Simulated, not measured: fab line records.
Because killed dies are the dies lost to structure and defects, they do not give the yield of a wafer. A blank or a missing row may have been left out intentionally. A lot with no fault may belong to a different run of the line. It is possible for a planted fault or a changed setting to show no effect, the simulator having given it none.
Chamber matching -- flow gf180mcu -- 3 sister chambers for GF_V5_CVD_02 on pecvd-03
The step deposits SiO2 from TEOS, target thk 1450 nm, time 163.28 s. 3 wafers are shown with their chamber, then 8 later ones without.

## WAFERS WITH THEIR CHAMBER
wafer,chamber,heaterPowerW (W)
L197.1,1,577
L197.2,2,628
L200.2,0,836

## WAFERS MISSING THEIR CHAMBER
wafer,heaterPowerW (W)
L200.3,582
L200.4,555
L204.4,663
L204.5,833
L204.6,460
L211.2,686
L211.3,849
L211.5,458

## THE CHAMBER EACH PASSED THROUGH
wafer,from the rows above,in truth
L200.3,can't be placed: 1 or 2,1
L200.4,can't be placed: 1 or 2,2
L204.4,can't be placed: 2 or 1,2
L204.5,0,0
L204.6,can't be placed: 1 or 2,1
L211.2,can't be placed: 2 or 1 or 0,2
L211.3,0,0
L211.5,can't be placed: 1 or 2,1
Correctly placed: 2 of 8. These rows do not allow placing 6 (true chamber among the candidates in 6). 0 placed wrongly.
How it was worked out, from the rows above alone: a wafer's distance from a chamber is the root of the sum, over the readings, of the square of ((its reading less the chamber's mean) divided by the reading's scatter). The wafer belongs to the nearest chamber; if the next one is less than 2 further off, it can't be placed. A chamber's mean is the mean of its shown wafers. The scatter: root of mean squared gap, hidden wafer to nearest shown wafer, with one shown wafer a chamber.
